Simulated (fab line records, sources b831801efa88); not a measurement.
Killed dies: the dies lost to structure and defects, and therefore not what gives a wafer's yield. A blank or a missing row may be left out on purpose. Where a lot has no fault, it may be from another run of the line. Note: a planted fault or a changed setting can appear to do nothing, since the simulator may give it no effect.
What tool caused it? || flow sky130 || Sampling: 15 lots, 45 wafers, 4 of 708 route steps

== WHAT EACH GAUGE READ, for each wafer ==
SKY_POLY_GATE_CD_MEAS_22. Usual: cd_nm 151.3 nm, standard deviation 1.7.
{"lot": "L336", "measured": "day 16 20:04", "on": "cd_sem-01", "cd_nm (nm)": "151.0 150.7 151.4", "flag": ""}
{"lot": "L337", "measured": "day 16 23:48", "on": "cd_sem-01", "cd_nm (nm)": "151.7 152.2 149.0", "flag": ""}
{"lot": "L339", "measured": "day 18 02:39", "on": "cd_sem-02", "cd_nm (nm)": "149.8 151.5 152.5", "flag": ""}
{"lot": "L341", "measured": "day 19 00:47", "on": "cd_sem-01", "cd_nm (nm)": "149.9 148.9 150.6", "flag": ""}
{"lot": "L342", "measured": "day 19 01:00", "on": "cd_sem-02", "cd_nm (nm)": "149.9 150.3 153.8", "flag": ""}
{"lot": "L345", "measured": "day 20 08:52", "on": "cd_sem-01", "cd_nm (nm)": "154.9 153.0 152.0", "flag": ""}
{"lot": "L347", "measured": "day 20 17:43", "on": "cd_sem-01", "cd_nm (nm)": "150.7 151.8 151.5", "flag": ""}
{"lot": "L346", "measured": "day 20 22:22", "on": "cd_sem-01", "cd_nm (nm)": "151.4 149.8 152.0", "flag": ""}
{"lot": "L351", "measured": "day 22 20:39", "on": "cd_sem-02", "cd_nm (nm)": "154.6 153.6 152.7", "flag": ""}
{"lot": "L352", "measured": "day 23 00:12", "on": "cd_sem-01", "cd_nm (nm)": "151.4 150.6 151.7", "flag": ""}
{"lot": "L354", "measured": "day 23 11:04", "on": "cd_sem-01", "cd_nm (nm)": "148.1 148.4 146.9", "flag": ""}
{"lot": "L355", "measured": "day 23 20:13", "on": "cd_sem-02", "cd_nm (nm)": "155.4 155.9 152.5", "flag": ""}
{"lot": "L356", "measured": "day 24 03:11", "on": "cd_sem-02", "cd_nm (nm)": "150.7 151.9 151.3", "flag": ""}
{"lot": "L358", "measured": "day 25 11:01", "on": "cd_sem-01", "cd_nm (nm)": "151.5 149.9 151.3", "flag": ""}
{"lot": "L357", "measured": "day 26 18:34", "on": "cd_sem-02", "cd_nm (nm)": "150.7 148.2 151.0", "flag": ""}

SKY_LDD_P_OVL_MEAS_08. Usual: LDD_P_OVL gives 0.6 nm (standard deviation 1.4).
{"lot": "L336", "measured": "day 19 09:52", "on": "overlay-02", "LDD_P_OVL (nm)": "-1.0 -0.7 0.5", "flag": ""}
{"lot": "L337", "measured": "day 19 13:15", "on": "overlay-01", "LDD_P_OVL (nm)": "1.7 3.1 2.9", "flag": ""}
{"lot": "L339", "measured": "day 20 17:55", "on": "overlay-02", "LDD_P_OVL (nm)": "1.4 0.4 1.0", "flag": ""}
{"lot": "L341", "measured": "day 21 15:56", "on": "overlay-02", "LDD_P_OVL (nm)": "2.3 3.5 2.4", "flag": ""}
{"lot": "L342", "measured": "day 21 16:14", "on": "overlay-01", "LDD_P_OVL (nm)": "-0.6 0.4 -2.8", "flag": ""}
{"lot": "L345", "measured": "day 22 23:56", "on": "overlay-01", "LDD_P_OVL (nm)": "0.9 0.6 2.1", "flag": ""}
{"lot": "L347", "measured": "day 23 08:21", "on": "overlay-02", "LDD_P_OVL (nm)": "-0.2 -0.8 -1.0", "flag": ""}
{"lot": "L346", "measured": "day 23 13:53", "on": "overlay-02", "LDD_P_OVL (nm)": "-2.0 0.0 -1.0", "flag": ""}
{"lot": "L351", "measured": "day 25 09:07", "on": "overlay-01", "LDD_P_OVL (nm)": "0.7 3.0 1.7", "flag": ""}
{"lot": "L352", "measured": "day 25 13:49", "on": "overlay-01", "LDD_P_OVL (nm)": "-2.5 0.4 -1.9", "flag": ""}
{"lot": "L354", "measured": "day 25 22:46", "on": "overlay-01", "LDD_P_OVL (nm)": "0.5 -1.4 -0.9", "flag": ""}
{"lot": "L355", "measured": "day 26 08:20", "on": "overlay-01", "LDD_P_OVL (nm)": "-1.9 -1.1 1.3", "flag": ""}
{"lot": "L356", "measured": "day 26 15:06", "on": "overlay-01", "LDD_P_OVL (nm)": "1.7 -1.3 2.6", "flag": ""}
{"lot": "L358", "measured": "day 27 22:02", "on": "overlay-01", "LDD_P_OVL (nm)": "-0.6 0.6 1.2", "flag": ""}
{"lot": "L357", "measured": "day 29 04:30", "on": "overlay-01", "LDD_P_OVL (nm)": "0.8 -2.2 -0.4", "flag": ""}

SKY_LDD_HVN_TW_MEAS_10. Usual: LDD_HVN_TW gives 1448 (standard deviation 9.3).
{"lot": "L336", "measured": "day 20 17:24", "on": "film_metro-01", "LDD_HVN_TW": "1463 1469 1465", "flag": ""}
{"lot": "L337", "measured": "day 20 20:58", "on": "film_metro-02", "LDD_HVN_TW": "1438 1437 1428", "flag": ""}
{"lot": "L339", "measured": "day 22 00:56", "on": "film_metro-01", "LDD_HVN_TW": "1454 1456 1451", "flag": ""}
{"lot": "L341", "measured": "day 22 23:31", "on": "film_metro-02", "LDD_HVN_TW": "1438 1436 1438", "flag": ""}
{"lot": "L342", "measured": "day 23 00:10", "on": "film_metro-01", "LDD_HVN_TW": "1462 1454 1455", "flag": ""}
{"lot": "L345", "measured": "day 24 07:34", "on": "film_metro-04", "LDD_HVN_TW": "1457 1456 1461", "flag": ""}
{"lot": "L347", "measured": "day 24 15:43", "on": "film_metro-02", "LDD_HVN_TW": "1432 1449 1444", "flag": ""}
{"lot": "L346", "measured": "day 24 21:06", "on": "film_metro-01", "LDD_HVN_TW": "1449 1452 1457", "flag": ""}
{"lot": "L351", "measured": "day 26 14:38", "on": "film_metro-02", "LDD_HVN_TW": "1446 1439 1455", "flag": ""}
{"lot": "L352", "measured": "day 26 19:58", "on": "film_metro-01", "LDD_HVN_TW": "1457 1466 1455", "flag": ""}
{"lot": "L354", "measured": "day 27 04:47", "on": "film_metro-04", "LDD_HVN_TW": "1438 1442 1443", "flag": ""}
{"lot": "L355", "measured": "day 27 14:11", "on": "film_metro-04", "LDD_HVN_TW": "1440 1443 1449", "flag": ""}
{"lot": "L356", "measured": "day 27 20:45", "on": "film_metro-01", "LDD_HVN_TW": "1450 1454 1451", "flag": ""}
{"lot": "L358", "measured": "day 29 02:46", "on": "film_metro-02", "LDD_HVN_TW": "1454 1448 1453", "flag": ""}
{"lot": "L357", "measured": "day 30 09:25", "on": "film_metro-02", "LDD_HVN_TW": "1453 1452 1443", "flag": ""}

== WHICH TOOL RAN EACH LOT (tool, then ch and the chambers of the sampled wafers, then the start) ==
{"lot": "L336", "SKY_RES_PROTECT_PEB_05": "litho_track-03 ch 0, day 15 08:52"}
{"lot": "L337", "SKY_RES_PROTECT_PEB_05": "litho_track-01 ch 0, day 15 16:02"}
{"lot": "L339", "SKY_RES_PROTECT_PEB_05": "litho_track-03 ch 0, day 16 09:47"}
{"lot": "L341", "SKY_RES_PROTECT_PEB_05": "litho_track-03 ch 0, day 17 14:14"}
{"lot": "L342", "SKY_RES_PROTECT_PEB_05": "litho_track-04 ch 0, day 17 14:40"}
{"lot": "L345", "SKY_RES_PROTECT_PEB_05": "litho_track-04, day 18 21:01"}
{"lot": "L347", "SKY_RES_PROTECT_PEB_05": "litho_track-01, day 19 05:26"}
{"lot": "L346", "SKY_RES_PROTECT_PEB_05": "litho_track-01, day 19 10:56"}
{"lot": "L351", "SKY_RES_PROTECT_PEB_05": "litho_track-04 ch 0, day 21 09:32"}
{"lot": "L352", "SKY_RES_PROTECT_PEB_05": "litho_track-01 ch 0, day 21 11:48"}
{"lot": "L354", "SKY_RES_PROTECT_PEB_05": "litho_track-03 ch 0, day 21 23:46"}
{"lot": "L355", "SKY_RES_PROTECT_PEB_05": "litho_track-04 ch 0, day 22 10:01"}
{"lot": "L356", "SKY_RES_PROTECT_PEB_05": "litho_track-04 ch 0, day 22 16:07"}
{"lot": "L358", "SKY_RES_PROTECT_PEB_05": "litho_track-03 ch 0, day 24 01:56"}
{"lot": "L357", "SKY_RES_PROTECT_PEB_05": "litho_track-03 ch 0, day 24 06:29"}
- SKY_RES_PROTECT_PEB_05

== WHAT THE TOOLS THEMSELVES READ (means of the sampled wafers that have a number; where no wafer has one, the mark that the record gives instead) ==
SKY_RES_PROTECT_PEB_05. Usual: exhaust_pa 45.0 Pa, standard deviation 0.86.
{"lot": "L336", "tool": "litho_track-03", "exhaust_pa (Pa)": 45.8, "flag": ""}
{"lot": "L337", "tool": "litho_track-01", "exhaust_pa (Pa)": 46.1, "flag": ""}
{"lot": "L339", "tool": "litho_track-03", "exhaust_pa (Pa)": 43.7, "flag": ""}
{"lot": "L341", "tool": "litho_track-03", "exhaust_pa (Pa)": 44.1, "flag": ""}
{"lot": "L342", "tool": "litho_track-04", "exhaust_pa (Pa)": 45.9, "flag": ""}
{"lot": "L345", "tool": "litho_track-04", "exhaust_pa (Pa)": "-", "flag": "OFF"}
{"lot": "L347", "tool": "litho_track-01", "exhaust_pa (Pa)": "-", "flag": "OFF"}
{"lot": "L346", "tool": "litho_track-01", "exhaust_pa (Pa)": "-", "flag": "OFF"}
{"lot": "L351", "tool": "litho_track-04", "exhaust_pa (Pa)": 44.0, "flag": ""}
{"lot": "L352", "tool": "litho_track-01", "exhaust_pa (Pa)": 45.2, "flag": ""}
{"lot": "L354", "tool": "litho_track-03", "exhaust_pa (Pa)": 44.0, "flag": ""}
{"lot": "L355", "tool": "litho_track-04", "exhaust_pa (Pa)": 44.8, "flag": ""}
{"lot": "L356", "tool": "litho_track-04", "exhaust_pa (Pa)": 44.8, "flag": ""}
{"lot": "L358", "tool": "litho_track-03", "exhaust_pa (Pa)": 46.0, "flag": ""}
{"lot": "L357", "tool": "litho_track-03", "exhaust_pa (Pa)": 45.8, "flag": ""}

== THE ANSWER, worked out from the rows above alone ==
Rule: take the mean of a lot's wafers that have a number; if it is more than 3 standard deviations from the usual mean, the lot is off. Also off: a lot with no number at a reading for which 4 or more lots have one. Where the step has rows for the other lots, those lots are counted as sound. First the gauges in route order, then the tools' own readings, where a lot's mean is used as printed above. The first step at which some lot is off is used, and at that step the reading that is off furthest; a lot without a number counts as furthest.
Off: L345, L347, L346, at SKY_RES_PROTECT_PEB_05 (exhaust_pa). Without a number there: L345, L347, L346.
A tool fits if, at that step or a process step before it, it ran every lot that is off, and no sound lot after the first of them. Not one of the candidates tried fits.

== WHAT THE SIMULATOR HAD INSERTED ==
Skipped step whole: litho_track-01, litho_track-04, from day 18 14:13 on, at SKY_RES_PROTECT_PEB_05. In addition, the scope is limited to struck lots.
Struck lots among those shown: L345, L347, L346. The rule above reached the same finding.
